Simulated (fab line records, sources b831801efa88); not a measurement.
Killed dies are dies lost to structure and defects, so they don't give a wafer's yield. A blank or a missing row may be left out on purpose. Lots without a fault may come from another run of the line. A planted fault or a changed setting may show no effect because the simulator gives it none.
Which tool did it? | flow sky130 | 24 lots, 72 wafers sampled, at 4 steps of a route of 708

WHAT THE GAUGES READ, wafer by wafer
SKY_VT_ADJUST_HVTR_TW_MEAS_11. Usual: VT_ADJUST_HVTR_TW 210.2, standard deviation 1.8.
lot  | measured     | on            | VT_ADJUST_HVTR_TW | flag
L074 | day 9 06:37  | film_metro-04 | 207.0 206.7 205.8 |
L075 | day 9 14:50  | film_metro-03 | 210.3 210.6 211.1 |
L076 | day 9 23:56  | film_metro-03 | 210.9 210.8 211.5 |
L077 | day 10 06:19 | film_metro-01 | 212.4 213.1 211.6 |
L078 | day 10 14:49 | film_metro-03 | 211.7 212.1 211.6 |
L079 | day 10 22:34 | film_metro-03 | 211.1 211.4 211.6 |
L080 | day 11 09:01 | film_metro-03 | 210.1 212.0 211.2 |
L081 | day 11 16:37 | film_metro-01 | 211.6 211.9 212.3 |
L082 | day 11 23:10 | film_metro-04 | 207.6 207.7 208.0 |
L083 | day 12 04:38 | film_metro-03 | 210.9 210.8 210.6 |
L084 | day 12 12:35 | film_metro-04 | 207.3 207.7 208.4 |
L085 | day 12 20:31 | film_metro-03 | 211.4 210.9 210.2 |
L086 | day 13 04:46 | film_metro-04 | 207.5 208.4 208.0 |
L087 | day 13 08:36 | film_metro-03 | 209.9 210.1 209.6 |
L088 | day 13 15:35 | film_metro-03 | 210.0 210.4 209.3 |
L089 | day 13 23:37 | film_metro-03 | 209.7 209.9 210.0 |
L090 | day 14 08:58 | film_metro-04 | 207.8 206.9 207.0 |
L091 | day 14 16:34 | film_metro-01 | 211.7 211.9 212.2 |
L092 | day 14 22:26 | film_metro-01 | 213.2 211.2 212.1 |
L093 | day 15 08:52 | film_metro-01 | 211.0 210.4 210.1 |
L094 | day 15 16:52 | film_metro-03 | 208.5 209.5 209.6 |
L095 | day 15 21:22 | film_metro-03 | 208.7 209.7 209.4 |
L096 | day 16 04:28 | film_metro-01 | 213.1 213.4 213.0 |
L097 | day 16 22:49 | film_metro-03 | 211.6 210.3 210.4 |

SKY_METAL2_CD_MEAS_15: target cd 140 nm. Usual: cd_nm 139.7 nm, standard deviation 1.6.
lot  | measured     | on        | cd_nm (nm)        | flag
L074 | day 34 21:11 | cd_sem-01 | 141.1 138.9 139.0 |
L075 | day 35 06:40 | cd_sem-01 | 140.2 140.5 141.6 |
L076 | day 35 23:30 | cd_sem-02 | 141.3 141.4 143.8 |
L077 | day 36 01:00 | cd_sem-01 | 137.2 137.4 138.0 |
L078 | day 36 09:53 | cd_sem-02 | 140.4 141.9 140.2 |
L079 | day 36 20:49 | cd_sem-01 | 139.0 138.6 138.7 |
L080 | day 37 07:14 | cd_sem-02 | 140.5 138.7 141.4 |
L081 | day 37 15:00 | cd_sem-02 | 139.2 139.8 139.0 |
L082 | day 37 20:33 | cd_sem-01 | 138.8 139.0 137.5 |
L083 | day 37 23:52 | cd_sem-01 | 142.0 142.0 143.4 |
L084 | day 38 11:55 | cd_sem-01 | 138.9 139.3 139.8 |
L085 | day 38 20:47 | cd_sem-01 | 141.0 141.6 140.0 |
L086 | day 39 04:08 | cd_sem-02 | 137.6 138.3 137.9 |
L087 | day 39 04:23 | cd_sem-01 | 141.5 141.4 143.0 |
L088 | day 39 16:34 | cd_sem-01 | 137.1 136.7 138.3 |
L089 | day 39 20:16 | cd_sem-02 | 139.5 139.0 140.7 |
L090 | day 40 01:14 | cd_sem-01 | 140.3 140.6 136.9 |
L091 | day 40 11:39 | cd_sem-02 | 139.7 140.7 140.2 |
L092 | day 40 16:15 | cd_sem-01 | 140.4 138.9 140.4 |
L093 | day 41 01:23 | cd_sem-01 | 138.8 140.1 139.2 |
L094 | day 41 06:19 | cd_sem-01 | 139.0 140.3 139.7 |
L095 | day 41 21:31 | cd_sem-02 | 138.3 138.3 139.7 |
L096 | day 42 00:42 | cd_sem-02 | 137.5 138.0 137.3 |
L097 | day 42 06:04 | cd_sem-01 | 138.8 139.4 138.8 |

SKY_VIA2_THK_MEAS_23: measures by xrf. Usual: VIA2_W_THK 425 nm, standard deviation 7.6.
lot  | measured     | on            | VIA2_W_THK (nm) | flag
L074 | day 36 02:36 | film_metro-01 | 418 417 421     |
L075 | day 36 11:22 | film_metro-01 | 413 417 417     |
L076 | day 37 04:33 | film_metro-04 | 411 418 421     |
L077 | day 37 05:31 | film_metro-02 | 424 431 429     |
L078 | day 37 15:09 | film_metro-01 | 429 430 435     |
L079 | day 38 01:30 | film_metro-02 | 439 443 438     |
L080 | day 38 11:29 | film_metro-02 | 431 443 438     |
L081 | day 38 19:09 | film_metro-04 | 426 423 422     |
L082 | day 39 00:33 | film_metro-01 | 416 425 423     |
L083 | day 39 03:47 | film_metro-01 | 424 419 419     |
L084 | day 39 15:11 | film_metro-01 | 420 424 432     |
L085 | day 40 00:14 | film_metro-01 | 432 425 426     |
L086 | day 40 07:38 | film_metro-02 | 425 424 425     |
L087 | day 40 07:44 | film_metro-04 | 422 424 430     |
L088 | day 40 19:41 | film_metro-01 | 416 411 416     |
L089 | day 40 23:01 | film_metro-01 | 412 418 412     |
L090 | day 41 04:13 | film_metro-02 | 435 434 428     |
L091 | day 41 14:37 | film_metro-02 | 427 431 424     |
L092 | day 41 18:33 | film_metro-01 | 417 416 421     |
L093 | day 42 03:47 | film_metro-04 | 426 419 431     |
L094 | day 42 08:49 | film_metro-02 | 438 430 432     |
L095 | day 42 22:47 | film_metro-01 | 420 415 422     |
L096 | day 43 02:43 | film_metro-02 | 437 434 430     |
L097 | day 43 08:11 | film_metro-01 | 426 421 425     |

WHICH TOOL RAN EACH LOT (tool, then ch and the chambers of the sampled wafers, then the start)
lot  | SKY_VIA2_SPUTTER_20
L074 | pvd_sputter-01, day 36 02:16
L075 | pvd_sputter-03, day 36 11:04
L076 | pvd_sputter-02, day 37 04:13
L077 | pvd_sputter-02, day 37 05:13
L078 | pvd_sputter-02, day 37 14:50
L079 | pvd_sputter-01, day 38 01:11
L080 | pvd_sputter-01, day 38 11:10
L081 | pvd_sputter-01, day 38 18:50
L082 | pvd_sputter-03, day 39 00:13
L083 | pvd_sputter-02, day 39 03:28
L084 | pvd_sputter-03, day 39 14:52
L085 | pvd_sputter-03, day 39 23:55
L086 | pvd_sputter-01, day 40 07:19
L087 | pvd_sputter-02, day 40 07:25
L088 | pvd_sputter-01, day 40 19:22
L089 | pvd_sputter-01, day 40 22:42
L090 | pvd_sputter-03, day 41 03:53
L091 | pvd_sputter-03, day 41 14:18
L092 | pvd_sputter-03, day 41 18:13
L093 | pvd_sputter-01, day 42 03:28
L094 | pvd_sputter-01, day 42 08:31
L095 | pvd_sputter-01, day 42 22:28
L096 | pvd_sputter-01, day 43 02:23
L097 | pvd_sputter-02, day 43 07:52
- SKY_VIA2_SPUTTER_20: material TiN, target thk 20 nm, time 80 s.

WHAT THE TOOLS THEMSELVES READ (means of the sampled wafers that have a number; where no wafer has one, the mark that the record gives instead)
SKY_VIA2_SPUTTER_20. Usual: throttle_valve_pct 29.6 %, standard deviation 1.1.
lot  | tool           | throttle_valve_pct (%) | flag
L074 | pvd_sputter-01 | 30.1                   |
L075 | pvd_sputter-03 | 29.7                   |
L076 | pvd_sputter-02 | 30.3                   |
L077 | pvd_sputter-02 | 30.4                   |
L078 | pvd_sputter-02 | 29.9                   |
L079 | pvd_sputter-01 | 30.4                   |
L080 | pvd_sputter-01 | 29.2                   |
L081 | pvd_sputter-01 | 29.1                   |
L082 | pvd_sputter-03 | 29.6                   |
L083 | pvd_sputter-02 | 29.9                   |
L084 | pvd_sputter-03 | 29.9                   |
L085 | pvd_sputter-03 | 29.6                   |
L086 | pvd_sputter-01 | 27.9                   |
L087 | pvd_sputter-02 | 30.2                   |
L088 | pvd_sputter-01 | 29.5                   |
L089 | pvd_sputter-01 | 30.3                   |
L090 | pvd_sputter-03 | 28.7                   |
L091 | pvd_sputter-03 | 29.9                   |
L092 | pvd_sputter-03 | 30.0                   |
L093 | pvd_sputter-01 | 29.4                   |
L094 | pvd_sputter-01 | 29.3                   |
L095 | pvd_sputter-01 | 29.2                   |
L096 | pvd_sputter-01 | 30.4                   |
L097 | pvd_sputter-02 | 30.5                   |

THE ANSWER, worked out from the rows above alone
Rule: a lot is off if the mean of its wafers that have a number lies more than 3 standard deviations from the usual mean. A lot without any number at a reading at which 4 lots or more have one is off too. The other lots that the step has rows for count as sound. The gauges are gone through in route order, then the tools' own readings, and for those a lot's mean is taken as printed above. The first step at which some lot is off is used, and at that step the reading that is off furthest; a lot without a number counts as furthest.
No lot is off at any reading shown: from this, nothing can be told.

WHAT THE SIMULATOR HAD PUT IN
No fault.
